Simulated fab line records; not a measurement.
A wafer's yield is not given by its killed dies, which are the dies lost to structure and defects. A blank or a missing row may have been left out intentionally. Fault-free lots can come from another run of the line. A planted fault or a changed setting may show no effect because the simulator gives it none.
fab line records ; flow sky130 ; part 2 of 2: steps 26 to 35 of 35
record: lots: 5; wafers: 15; last_day: 50
route steps=708 shown NWELL@82 PWDE@84 VT_ADJUST_HVTP@85 VT_ADJUST_LVTN@97
lots untouched by any fault: they come from a run of this same line in which no faults occurred
start_h: hours from the record's first day to the start of the lot's first wafer shown ; wait_h: time in hours since the lot's previous step ; " repeats the value in the row above ; L1.1+2: several wafers, shown together as one row ; - no value, or no start was given ; * or withheld: withheld ; < > ~ a bound
route shown NAME@n: NAME is a module with steps in the file, n the number in the route of the first one ; usual: average and standard deviation across the fault-free wafers ; same: alike in all rows ; chamber/n: place in a boat ; sites: per-site readings ; _std_site: how widely they spread, as a standard deviation ; _edge_site: inner sites' mean taken away from outer sites' mean ; radius_mm: how far each site lies from the wafer's centre ; mask NAME#n: copy n ; behind: tool/chamber where the wafer was last shaped ; hold: why the lot went on hold/how many hours it stayed there/how the hold came to an end ; device: the n, p or np transistor that did not switch ; end of line: at the end of the route, the tests of the same wafers ; step lacking rows: just its recipe ; killed: count of dies lost to structure and defects at first sort (not the wafer's yield) ; map: the dies of a wafer, with x for killed, . for not killed, _ for no die there
set.NAME: the setting the step ran with; set.NAME@STEP: the setting that earlier step ran with ; model.NAME: the simulator's own value behind a step, which no gauge read
lots at some steps of the route; a table a step, a row a wafer
services: a tool's chamber out of use, with start hour (start_h, from the record's first day; less than 0 if before it), hours out, and reason
== steps ==
step: SKY_VT_ADJUST_LVTN_DEHYDRATE_11
recipe: temp_c: 200; time_s: 60
usual: exhaust_pa: 45.0/0.7
lot.wafer;tool;chamber;start_h;wait_h;exhaust_pa
L075.1;litho_track-04;0;156.86;9.9;45.0
L075.2;litho_track-04;0;156.86;9.9;44.7
L075.4;litho_track-04;0;156.86;9.9;44.2
L083.1;litho_track-04;0;212.71;9.7;45.0
L083.2;litho_track-04;0;212.71;9.7;43.8
L083.3;litho_track-04;0;212.71;9.7;44.3
L091.1;litho_track-03;0;266.96;11.3;45.3
L091.3;litho_track-03;0;266.96;11.3;45.4
L091.4;litho_track-03;0;266.96;11.3;44.7
L095.4;litho_track-04;0;289.63;10.6;45.0
L095.5;litho_track-04;0;289.63;10.6;45.0
L095.6;litho_track-04;0;289.63;10.6;44.3
L097.2;litho_track-02;0;304.95;10.1;46.8
L097.5;litho_track-02;0;304.95;10.1;44.9
L097.6;litho_track-02;0;304.95;10.1;44.8
step: SKY_VT_ADJUST_LVTN_HMDS_12
recipe: prime_time_s: 60; prime_temp_c: 120
usual: exhaust_pa: 44.9/0.87
lot.wafer;tool;chamber;start_h;wait_h;exhaust_pa
L075.1;litho_track-04;0;157.01;0.1;46.7
L075.2;litho_track-04;0;157.01;0.1;44.9
L075.4;litho_track-04;0;157.01;0.1;44.6
L083.1;litho_track-04;0;212.86;0.1;44.4
L083.2;litho_track-04;0;212.86;0.1;44.4
L083.3;litho_track-04;0;212.86;0.1;45.6
L091.1;litho_track-03;0;267.11;0.1;44.9
L091.3;litho_track-03;0;267.11;0.1;45.5
L091.4;litho_track-03;0;267.11;0.1;44.6
L095.4;litho_track-04;0;289.78;0.1;43.3
L095.5;litho_track-04;0;289.78;0.1;44.9
L095.6;litho_track-04;0;289.78;0.1;44.5
L097.2;litho_track-02;0;305.10;0.1;45.2
L097.5;litho_track-02;0;305.10;0.1;46.0
L097.6;litho_track-02;0;305.10;0.1;45.1
step: SKY_VT_ADJUST_LVTN_COAT_13
recipe: resist: NOVOLAK; spin_rpm: 3000; resist_thk_nm: 1140
usual: exhaust_pa: 45.1/0.89
lot.wafer;tool;chamber;start_h;wait_h;exhaust_pa
L075.1;litho_track-04;0;157.16;0.1;45.4
L075.2;litho_track-04;0;157.16;0.1;44.0
L075.4;litho_track-04;0;157.16;0.1;44.1
L083.1;litho_track-04;0;213.01;0.1;44.8
L083.2;litho_track-04;0;213.01;0.1;44.6
L083.3;litho_track-04;0;213.01;0.1;43.9
L091.1;litho_track-03;0;267.26;0.1;46.4
L091.3;litho_track-03;0;267.26;0.1;44.8
L091.4;litho_track-03;0;267.26;0.1;45.1
L095.4;litho_track-04;0;289.93;0.1;44.7
L095.5;litho_track-04;0;289.93;0.1;44.6
L095.6;litho_track-04;0;289.93;0.1;46.4
L097.2;litho_track-02;0;305.25;0.1;46.0
L097.5;litho_track-02;0;305.25;0.1;46.0
L097.6;litho_track-02;0;305.25;0.1;46.0
step: SKY_VT_ADJUST_LVTN_SOFTBAKE_14
recipe: temp_c: 90; time_s: 60; resist: NOVOLAK
usual: exhaust_pa: 44.8/0.88
lot.wafer;tool;chamber;start_h;wait_h;exhaust_pa
L075.1;litho_track-04;0;157.31;0.1;44.6
L075.2;litho_track-04;0;157.31;0.1;45.6
L075.4;litho_track-04;0;157.31;0.1;44.2
L083.1;litho_track-04;0;213.16;0.1;46.3
L083.2;litho_track-04;0;213.16;0.1;44.7
L083.3;litho_track-04;0;213.16;0.1;45.1
L091.1;litho_track-03;0;267.41;0.1;43.5
L091.3;litho_track-03;0;267.41;0.1;44.7
L091.4;litho_track-03;0;267.41;0.1;45.3
L095.4;litho_track-04;0;290.08;0.1;44.9
L095.5;litho_track-04;0;290.08;0.1;44.1
L095.6;litho_track-04;0;290.08;0.1;46.5
L097.2;litho_track-02;0;305.40;0.1;45.6
L097.5;litho_track-02;0;305.40;0.1;44.2
L097.6;litho_track-02;0;305.40;0.1;45.4
step: SKY_VT_ADJUST_LVTN_EXPOSE_15
recipe: mask_id: HVN_STD_DERIVED; na: 0.6; source_shape: conventional; sigma_outer: 0.6; polarization: unpolarized; target_cd_nm: 600; dose_mj: 163
usual: exposure_dose_mJ_cm2: 162.98/0.16
lot.wafer;tool;chamber;start_h;wait_h;mask;exposure_dose_mJ_cm2
L075.1;iline_stepper-02;0;-;-;HVN_STD_DERIVED#0;163.06
L075.2;iline_stepper-02;0;-;-;HVN_STD_DERIVED#0;162.98
L075.4;iline_stepper-02;0;-;-;HVN_STD_DERIVED#0;163.09
L083.1;iline_stepper-01;0;-;-;HVN_STD_DERIVED#0;163.10
L083.2;iline_stepper-01;0;-;-;HVN_STD_DERIVED#0;163.24
L083.3;iline_stepper-01;0;-;-;HVN_STD_DERIVED#0;163.17
L091.1;iline_stepper-02;0;-;-;HVN_STD_DERIVED#0;162.96
L091.3;iline_stepper-02;0;-;-;HVN_STD_DERIVED#0;163.14
L091.4;iline_stepper-02;0;-;-;HVN_STD_DERIVED#0;162.89
L095.4;iline_stepper-01;0;-;-;HVN_STD_DERIVED#0;162.91
L095.5;iline_stepper-01;0;-;-;HVN_STD_DERIVED#0;163.26
L095.6;iline_stepper-01;0;-;-;HVN_STD_DERIVED#0;163.17
L097.2;iline_stepper-01;0;-;-;HVN_STD_DERIVED#0;162.85
L097.5;iline_stepper-01;0;-;-;HVN_STD_DERIVED#0;162.95
L097.6;iline_stepper-01;0;-;-;HVN_STD_DERIVED#0;162.96
step: SKY_VT_ADJUST_LVTN_PEB_16
recipe: temp_c: withheld; time_s: *; resist: NOVOLAK
usual: exhaust_pa: 45.1/0.96
lot.wafer;tool;chamber;start_h;wait_h;exhaust_pa
L075.1;litho_track-04;0;-;-;43.4
L075.2;litho_track-04;0;-;-;45.7
L075.4;litho_track-04;0;-;-;44.7
L083.1;litho_track-02;0;-;-;46.2
L083.2;litho_track-02;0;-;-;46.2
L083.3;litho_track-02;0;-;-;45.4
L091.1;litho_track-04;0;-;-;45.5
L091.3;litho_track-04;0;-;-;45.7
L091.4;litho_track-04;0;-;-;45.8
L095.4;litho_track-03;0;-;-;45.4
L095.5;litho_track-03;0;-;-;45.5
L095.6;litho_track-03;0;-;-;44.4
L097.2;litho_track-04;0;-;-;46.1
L097.5;litho_track-04;0;-;-;44.9
L097.6;litho_track-04;0;-;-;45.3
step: SKY_VT_ADJUST_LVTN_DEVELOP_17
recipe: resist: NOVOLAK; developer: TMAH; develop_time_s: 60; dev_temp_c: 23
usual: exhaust_pa: 44.9/0.94
same: develop_time_s: 60
lot.wafer;tool;chamber;start_h;wait_h;exhaust_pa
L075.1;litho_track-04;0;166.81;0.1;43.1
L075.2;litho_track-04;0;166.81;0.1;42.5
L075.4;litho_track-04;0;166.81;0.1;44.8
L083.1;litho_track-02;0;224.18;0.1;45.0
L083.2;litho_track-02;0;224.18;0.1;45.4
L083.3;litho_track-02;0;224.18;0.1;43.9
L091.1;litho_track-04;0;279.51;0.1;46.7
L091.3;litho_track-04;0;279.51;0.1;45.4
L091.4;litho_track-04;0;279.51;0.1;45.8
L095.4;litho_track-03;0;300.93;0.1;44.8
L095.5;litho_track-03;0;300.93;0.1;44.9
L095.6;litho_track-03;0;300.93;0.1;44.2
L097.2;litho_track-04;0;319.88;0.1;44.7
L097.5;litho_track-04;0;319.88;0.1;44.1
L097.6;litho_track-04;0;319.88;0.1;44.2
step: SKY_VT_ADJUST_LVTN_OVL_MEAS_18
usual: VT_ADJUST_LVTN_01_OVL: -0.5/1.6
lot.wafer;tool;chamber;start_h;wait_h;VT_ADJUST_LVTN_01_OVL[nm]
L075.1;overlay-02;-;166.96;0.1;-0.6
L075.2;overlay-02;-;166.96;0.1;0.1
L075.4;overlay-02;-;166.96;0.1;-1.1
L083.1;overlay-02;-;224.33;0.1;0.2
L083.2;overlay-02;-;224.33;0.1;0.2
L083.3;overlay-02;-;224.33;0.1;-1.2
L091.1;overlay-02;-;279.66;0.1;0.1
L091.3;overlay-02;-;279.66;0.1;2.0
L091.4;overlay-02;-;279.66;0.1;1.1
L095.4;overlay-02;-;301.03;0.1;1.0
L095.5;overlay-02;-;301.03;0.1;1.9
L095.6;overlay-02;-;301.03;0.1;-2.0
L097.2;overlay-01;-;320.01;0.1;-1.8
L097.5;overlay-01;-;320.01;0.1;-2.2
L097.6;overlay-01;-;320.01;0.1;-2.1
step: SKY_VT_ADJUST_LVTN_IMPLANT_19
recipe: species: B; energy_kev: 30; dose_cm2: 6.5e+11; tilt_deg: withheld
lot.wafer;tool;chamber;start_h;wait_h
L075.1+2+4;implanter-01;0;167.00;0.0
L083.1+2+3;implanter-02;0;224.36;0.0
L091.1+3+4;implanter-01;0;279.69;0.0
L095.4+5+6;implanter-03;0;301.12;0.1
L097.2+5+6;implanter-03;0;320.07;0.0
step: SKY_VT_ADJUST_LVTN_STRIP_20
recipe: chemistry: O2/N2; power_w: 1400; pressure_mtorr: 1500; platen_temp_c: withheld; o2_flow_sccm: 3000; n2_flow_sccm: 300; overash_fraction: 0.5
usual: drypump_motor_current_A: 5.7/0.51; oes_product_au: 0.716/0.0047; strip_time_to_endpoint_s: 14.16/0.036
lot.wafer;tool;chamber;start_h;wait_h;drypump_motor_current_A;oes_product_au;rf_hours_counter_h;strip_time_to_endpoint_s
L075.1;plasma_asher-02;1;167.15;0.1;5.5;0.716;5;14.29
L075.2;plasma_asher-02;0;167.15;0.1;5.0;0.710;5;14.20
L075.4;plasma_asher-02;0;167.15;0.1;5.0;0.718;-;14.23
L083.1;plasma_asher-03;1;224.51;0.1;6.5;0.716;53;14.14
L083.2;plasma_asher-03;0;224.51;0.1;5.8;0.711;53;14.16
L083.3;plasma_asher-03;0;224.51;0.1;5.8;0.717;-;14.10
L091.1;plasma_asher-04;0;279.84;0.1;6.2;0.712;62;14.14
L091.3;plasma_asher-04;1;279.84;0.1;5.2;0.711;-;14.14
L091.4;plasma_asher-04;0;279.84;0.1;6.2;0.710;-;14.11
L095.4;plasma_asher-02;1;301.23;0.1;5.5;0.717;-;14.21
L095.5;plasma_asher-02;0;301.23;0.1;5.0;0.720;-;14.17
L095.6;plasma_asher-02;1;301.23;0.1;5.5;0.718;-;14.20
L097.2;plasma_asher-03;1;320.19;0.1;6.5;0.715;63;14.13
L097.5;plasma_asher-03;1;320.19;0.1;6.5;0.714;-;14.12
L097.6;plasma_asher-03;0;320.19;0.1;5.8;0.719;-;14.14
== services ==
tool;chamber;start_h;hours;kind
plasma_asher-03;-;102.92;1.3;repair
plasma_asher-02;-;108.75;9.0;pm
iline_stepper-01;-;114.89;1.0;repair
iline_stepper-02;-;122.79;7.3;repair
implanter-01;-;149.60;1.5;repair
plasma_asher-03;-;155.75;0.5;repair
implanter-03;-;156.20;14.2;repair
implanter-02;-;183.25;1.0;repair
iline_stepper-02;-;186.06;1.7;pm
iline_stepper-02;-;205.02;11.4;repair
implanter-02;-;209.99;10.7;repair
implanter-04;-;222.19;5.4;repair
plasma_asher-01;-;238.08;10.6;repair
implanter-01;-;238.34;1.5;repair
iline_stepper-01;-;238.96;2.1;pm
implanter-03;-;241.48;1.5;repair
plasma_asher-02;-;259.38;0.3;repair
implanter-03;-;264.99;4.5;pm
plasma_asher-02;-;268.93;1.0;repair
iline_stepper-01;-;277.84;1.7;pm
iline_stepper-01;-;293.98;4.4;pm
plasma_asher-02;-;295.31;2.1;repair
plasma_asher-03;-;301.64;0.8;repair
implanter-02;-;319.79;3.7;repair
